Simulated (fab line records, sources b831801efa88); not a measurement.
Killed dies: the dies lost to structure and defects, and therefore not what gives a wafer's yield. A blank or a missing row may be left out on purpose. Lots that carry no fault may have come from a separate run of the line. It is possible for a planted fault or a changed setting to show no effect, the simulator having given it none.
fab line records ; flow sky130
record: lots: 15; wafers: 45; lastDay: 51
route steps=708 shown POLY_CUT@313 CONTACT@425 METAL1@451
lots that met no fault: taken from a fault-free run of the same line
startH: the number of hours between the record's first day and the start of the first shown wafer of the lot ; waitH: how many hours have passed since the lot's step before this one ; " the same as in the row above ; L1.1+2: a single row standing in for several wafers ; - no value, or no start given ; * or withheld: withheld ; < > ~ a bound
route shown NAME@n: NAME is a module with steps in the file, n the number in the route of the first one ; usual: mean/standard deviation taken from wafers without a fault ; same: alike in all rows ; chamber/n: place in a boat ; sites: each site's reading ; _std_site: how widely they spread, as a standard deviation ; _edge_site: inner sites' mean taken away from outer sites' mean ; radiusMm: how far each site lies from the wafer's centre ; mask NAME#n: copy n ; behind: the most recent tool/chamber to have shaped the wafer ; hold: cause of the lot's hold/its duration in hours/its outcome ; device: the n, p or np transistor that did not switch ; end of line: the route-end tests of the same wafers ; a step without rows: its recipe alone ; killed: count of dies lost to structure and defects at first sort (not the wafer's yield) ; map: dies across one wafer; x = killed, . = not, _ = none there
set.NAME: the setting that was run; set.NAME@STEP: the one run at that earlier step ; model.NAME: the simulator's own value behind a step, which no gauge read
route steps across a sampled set of lots; one table per step, one row per wafer
services: from which hour (startH, from the record's first day; less than 0 if before it) a tool's chamber was out of use, for how many hours, and why
== steps ==
step: SKY_POLY_CUT_PEB_06
recipe: pebTempC: withheld; pebTimeS: withheld; resist: KrF-thick
usual: chillPlateTempC: *; exhaustPa: 45.0/0.86
lot.wafer;tool;chamber;startH;waitH;chillPlateTempC;exhaustPa
L847.2;lithoTrack-02;0;542;-;*;45.3
L847.3;lithoTrack-02;0;542;-;*;43.0
L847.5;lithoTrack-02;0;542;-;*;44.0
L850.1;lithoTrack-03;0;575;-;*;45.4
L850.5;lithoTrack-03;0;575;-;*;45.1
L850.6;lithoTrack-03;0;575;-;*;45.3
L851.1;lithoTrack-02;0;587;-;*;45.4
L851.3;lithoTrack-02;0;587;-;*;44.8
L851.5;lithoTrack-02;0;587;-;*;45.4
L854.2;lithoTrack-03;0;624;-;*;45.9
L854.3;lithoTrack-03;0;624;-;*;45.9
L854.6;lithoTrack-03;0;624;-;*;45.1
L856.2;lithoTrack-03;0;637;-;*;46.4
L856.3;lithoTrack-03;0;637;-;*;46.3
L856.4;lithoTrack-03;0;637;-;*;46.6
L857.2;lithoTrack-03;0;648;-;*;44.3
L857.5;lithoTrack-03;0;648;-;*;44.3
L857.6;lithoTrack-03;0;648;-;*;43.7
L859.2;lithoTrack-02;0;659;-;*;43.5
L859.4;lithoTrack-02;0;660;-;*;44.9
L859.5;lithoTrack-02;0;660;-;*;45.6
L860.1;lithoTrack-02;-;664;-;-;-
L860.2;lithoTrack-02;-;664;-;-;-
L860.5;lithoTrack-02;-;664;-;-;-
L861.1;lithoTrack-02;-;673;-;-;-
L861.3;lithoTrack-02;-;673;-;-;-
L861.5;lithoTrack-02;-;673;-;-;-
L862.3;lithoTrack-03;-;684;-;-;-
L862.4;lithoTrack-03;-;684;-;-;-
L862.5;lithoTrack-03;-;684;-;-;-
L863.1;lithoTrack-02;0;694;-;*;43.8
L863.2;lithoTrack-02;0;694;-;*;44.8
L863.3;lithoTrack-02;0;694;-;*;44.8
L864.1;lithoTrack-03;0;700;-;*;45.1
L864.3;lithoTrack-03;0;700;-;*;45.6
L864.6;lithoTrack-03;0;700;-;*;45.8
L865.1;lithoTrack-03;0;702;-;*;45.7
L865.2;lithoTrack-03;0;702;-;*;45.1
L865.6;lithoTrack-03;0;702;-;*;45.8
L867.1;lithoTrack-02;0;717;-;*;44.5
L867.3;lithoTrack-02;0;717;-;*;46.1
L867.5;lithoTrack-02;0;717;-;*;44.4
L870.2;lithoTrack-04;0;769;-;*;44.2
L870.3;lithoTrack-04;0;769;-;*;43.0
L870.5;lithoTrack-04;0;769;-;*;44.1
step: SKY_CONTACT_STRIP_19
recipe: chemistry: O2/N2; powerW: 1400; pressureMtorr: 1500; platenTempC: withheld; o2FlowSccm: 3000; n2FlowSccm: 300; overashFraction: 0.5
usual: drypumpMotorCurrentA: 6.0/0.34; oesProductAu: 0.381/0.0048; stripTimeToEndpointS: 3.63/0.038
same: overashFraction: 0.5
lot.wafer;tool;chamber;startH;waitH;drypumpMotorCurrentA;oesProductAu;rfHoursCounterH;stripTimeToEndpointS
L847.2;plasmaAsher-02;1;723.74;-;6.3;0.379;60;3.52
L847.3;plasmaAsher-02;0;723.74;-;6.1;0.382;-;3.57
L847.5;plasmaAsher-02;0;723.74;-;6.1;0.385;-;3.54
L850.1;plasmaAsher-03;0;753.58;-;6.3;0.381;95;3.61
L850.5;plasmaAsher-03;0;753.58;-;6.3;0.380;-;3.61
L850.6;plasmaAsher-03;1;753.58;-;5.6;0.386;-;3.60
L851.1;plasmaAsher-04;1;763.97;-;5.3;0.387;2;3.66
L851.3;plasmaAsher-04;1;763.97;-;5.3;0.391;-;3.65
L851.5;plasmaAsher-04;1;763.97;-;5.3;0.385;-;3.64
L854.2;plasmaAsher-04;0;795.82;-;5.9;0.379;5;3.59
L854.3;plasmaAsher-04;1;795.82;-;5.3;0.373;-;3.63
L854.6;plasmaAsher-04;1;795.82;-;5.3;0.377;-;3.58
L856.2;plasmaAsher-04;0;809.07;-;5.9;0.382;6;3.68
L856.3;plasmaAsher-04;1;809.07;-;5.3;0.385;-;3.65
L856.4;plasmaAsher-04;0;809.07;-;5.9;0.387;-;3.63
L857.2;plasmaAsher-02;1;818.90;-;6.2;0.382;69;3.64
L857.5;plasmaAsher-02;0;818.90;-;6.1;0.370;-;3.59
L857.6;plasmaAsher-02;1;818.90;-;6.2;0.378;-;3.67
L859.2;plasmaAsher-03;1;829.32;-;5.6;0.382;102;3.60
L859.4;plasmaAsher-03;1;829.32;-;5.6;0.378;-;3.58
L859.5;plasmaAsher-03;0;829.32;-;6.3;0.381;-;3.64
L863.1;plasmaAsher-03;1;861.81;-;5.6;0.383;106;3.57
L863.2;plasmaAsher-03;0;861.81;-;6.3;0.375;106;3.60
L863.3;plasmaAsher-03;0;861.81;-;6.3;0.384;-;3.58
L864.1;plasmaAsher-04;0;866.09;-;5.9;0.380;10;3.66
L864.3;plasmaAsher-04;0;866.09;-;5.9;0.382;-;3.67
L864.6;plasmaAsher-04;0;866.09;-;5.9;0.379;-;3.64
L865.1;plasmaAsher-02;0;869.14;-;6.1;0.381;74;3.60
L865.2;plasmaAsher-02;1;869.14;-;6.2;0.381;74;3.65
L865.6;plasmaAsher-02;0;869.14;-;6.1;0.385;-;3.60
L867.1;plasmaAsher-03;1;881.29;-;5.6;0.373;108;3.63
L867.3;plasmaAsher-03;1;881.29;-;5.6;0.387;-;3.60
L867.5;plasmaAsher-03;1;881.29;-;5.6;0.386;-;3.64
L870.2;plasmaAsher-02;1;929.00;-;6.3;0.390;80;3.70
L870.3;plasmaAsher-02;1;929.00;-;6.2;0.378;-;3.69
L870.5;plasmaAsher-02;0;929.00;-;6.1;0.387;-;3.68
step: SKY_CONTACT_CVD_24
recipe: material: W; targetThkNm: 340; timeS: 102.12; tempC: 400; pressureTorr: 40
usual: heaterPowerW: 847/86
lot.wafer;tool;chamber;startH;waitH;heaterPowerW
L847.2;cvdW-02;0;724.44;0.0;815
L847.3;cvdW-02;1;724.44;0.0;943
L847.5;cvdW-02;0;724.44;0.0;821
L850.1;cvdW-02;1;754.23;0.0;952
L850.5;cvdW-02;1;754.23;0.0;931
L850.6;cvdW-02;0;754.23;0.0;824
L851.1;cvdW-01;0;764.63;0.0;881
L851.3;cvdW-01;1;764.63;0.0;715
L851.5;cvdW-01;0;764.63;0.0;877
L854.2;cvdW-01;1;796.52;0.0;727
L854.3;cvdW-01;1;796.52;0.0;749
L854.6;cvdW-01;1;796.52;0.0;701
L856.2;cvdW-01;0;809.73;0.0;905
L856.3;cvdW-01;0;809.73;0.0;891
L856.4;cvdW-01;1;809.73;0.0;730
L857.2;cvdW-01;0;819.55;0.0;883
L857.5;cvdW-01;1;819.55;0.0;716
L857.6;cvdW-01;0;819.55;0.0;874
L859.2;cvdW-01;1;829.98;0.0;711
L859.4;cvdW-01;0;829.98;0.0;916
L859.5;cvdW-01;1;829.98;0.0;716
L863.1;cvdW-01;0;862.47;0.0;927
L863.2;cvdW-01;1;862.47;0.0;723
L863.3;cvdW-01;0;862.47;0.0;879
L864.1;cvdW-02;1;866.75;0.0;959
L864.3;cvdW-02;0;866.75;0.0;821
L864.6;cvdW-02;0;866.75;0.0;813
L865.1;cvdW-02;0;869.80;0.0;814
L865.2;cvdW-02;1;869.80;0.0;980
L865.6;cvdW-02;0;869.80;0.0;849
L867.1;cvdW-02;1;881.99;0.0;950
L867.3;cvdW-02;0;881.99;0.0;836
L867.5;cvdW-02;1;881.99;0.0;960
L870.2;cvdW-02;0;929.65;0.0;798
L870.3;cvdW-02;0;929.65;0.0;787
L870.5;cvdW-02;0;929.65;0.0;780
step: SKY_METAL1_DESCUM_17
recipe: chemistry: O2; sourcePowerW: 150; biasPowerW: 0; pressureMtorr: 10; tempC: 40; timeS: 8
usual: drypumpMotorCurrentA: 5.4/0.35; oesProductAu: 0.995/0.0097; rfFwdPowerW: 147.3/0.75
lot.wafer;tool;chamber;startH;waitH;drypumpMotorCurrentA;oesProductAu;rfFwdPowerW;rfHoursCounterH
L847.2;rieMetal-01;1;753.53;0.0;6.1;0.992;146.7;3
L847.3;rieMetal-01;1;753.53;0.0;6.1;0.989;146.0;-
L847.5;rieMetal-01;1;753.53;0.0;6.1;0.988;146.8;-
L850.1;rieMetal-02;1;782.66;0.0;5.1;1.000;147.7;2
L850.5;rieMetal-02;0;782.66;0.0;5.3;0.998;146.6;-
L850.6;rieMetal-02;1;782.66;0.0;5.1;1.008;148.1;-
L851.1;rieMetal-01;0;792.26;0.0;5.7;0.995;148.9;13
L851.3;rieMetal-01;1;792.26;0.0;6.1;1.005;146.1;-
L851.5;rieMetal-01;0;792.26;0.0;5.7;1.001;148.7;-
L854.2;rieMetal-02;1;824.04;0.0;5.1;1.007;147.2;4
L854.3;rieMetal-02;1;824.04;0.0;5.1;1.006;147.5;-
L854.6;rieMetal-02;0;824.04;0.0;5.3;0.998;147.4;-
L856.2;rieMetal-03;0;837.59;0.0;5.0;0.995;146.0;4
L856.3;rieMetal-03;1;837.59;0.0;5.5;0.986;147.9;-
L856.4;rieMetal-03;0;837.59;0.0;5.0;0.994;146.2;-
L857.2;rieMetal-03;0;846.44;0.0;5.1;0.994;147.5;4
L857.5;rieMetal-03;1;846.44;0.0;5.5;0.987;147.2;-
L857.6;rieMetal-03;0;846.44;0.0;5.0;0.987;147.1;-
L859.2;rieMetal-02;0;856.56;0.0;5.3;0.997;147.6;7
L859.4;rieMetal-02;1;856.56;0.0;5.1;0.999;146.8;-
L859.5;rieMetal-02;0;856.56;0.0;5.3;0.997;147.7;-
L863.1;rieMetal-02;0;888.96;0.0;5.3;0.997;148.3;8
L863.2;rieMetal-02;1;888.96;0.0;5.1;1.010;147.9;6
L863.3;rieMetal-02;1;888.96;0.0;5.1;1.014;148.1;-
L864.1;rieMetal-03;0;892.96;0.0;5.1;0.997;146.4;7
L864.3;rieMetal-03;0;892.96;0.0;5.1;0.998;147.0;-
L864.6;rieMetal-03;0;892.96;0.0;5.1;0.984;146.4;-
L865.1;rieMetal-02;1;896.91;0.0;5.2;1.018;147.9;6
L865.2;rieMetal-02;0;896.91;0.0;5.3;0.989;148.1;8
L865.6;rieMetal-02;1;896.91;0.0;5.1;1.017;147.9;-
L867.1;rieMetal-03;1;908.61;0.0;5.5;0.984;147.5;4
L867.3;rieMetal-03;0;908.61;0.0;5.1;1.008;146.1;-
L867.5;rieMetal-03;0;908.61;0.0;5.1;0.999;146.7;-
L870.2;rieMetal-02;1;954.61;0.0;5.1;0.994;147.7;8
L870.3;rieMetal-02;1;954.61;0.0;5.1;1.012;147.8;-
L870.5;rieMetal-02;1;954.61;0.0;5.1;1.001;147.6;-
== services ==
tool;chamber;startH;hours;kind
cvdW-02;0;533.64;2.9;repair
plasmaAsher-04;-;541.65;1.7;repair
rieMetal-02;-;543.08;0.7;repair
cvdW-01;-;544.59;1.0;repair
cvdW-01;1;570.73;10.1;repair
cvdW-02;-;574.13;2.8;pm
rieMetal-03;0;590.36;17.2;repair
rieMetal-02;-;619.09;1.4;repair
plasmaAsher-04;-;619.48;2.8;pm
plasmaAsher-03;-;695.32;1.9;repair
cvdW-02;1;703.58;1.4;repair
plasmaAsher-04;-;733.75;9.0;pm
cvdW-01;0;735.23;3.6;repair
rieMetal-02;-;760.79;2.8;pm
rieMetal-03;1;766.16;9.4;repair
plasmaAsher-02;-;772.06;7.3;pm
plasmaAsher-03;-;791.60;4.0;repair
rieMetal-03;0;817.27;5.3;repair
plasmaAsher-04;-;817.53;14.6;pm
plasmaAsher-04;-;838.07;0.9;repair
cvdW-02;-;904.00;14.0;pm
rieMetal-02;0;905.12;13.0;repair
rieMetal-02;1;915.07;13.8;repair
rieMetal-02;0;944.98;5.0;repair
== key ==
firstSign: step: SKY_POLY_CUT_PEB_06; reading: toolRecord; direction: missing
effect none on later readings
metAt SKY_POLY_CUT_PEB_06
struckLots L860,L861,L862
laterRowsLeftOut L860.1,L860.2,L860.5,L861.1,L861.3,L861.5,L862.3,L862.4,L862.5
sortLeftOut L860.1,L860.2,L860.5,L861.1,L861.3,L861.5,L862.3,L862.4,L862.5
testerLeftOut L860,L861,L862
notActingAt SKY_CONTACT_STRIP_19,SKY_CONTACT_CVD_24,SKY_METAL1_DESCUM_17
onsetBetween 659 664
fault: kind: skippedStepWhole; tool: lithoTrack-02,lithoTrack-03; chamber: -; onsetH: 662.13; steps: SKY_POLY_CUT_PEB_06; scope: struckLotsOnly
testerLeftOut: of these lots the tester's yield and bins aren't shown, on N5 and GAA mostly nor the transistor test; their killed dies are dies lost to structure and defects alone, not to doping, threshold or leakage, so they don't give the yield
sortLeftOut: the simulated sort isn't trusted on such a fault, so these wafers' sort isn't shown, and their yield isn't known
laterRowsLeftOut: the simulator's readings of these wafers behind a module that went badly wrong aren't trusted and aren't shown, but for the sort
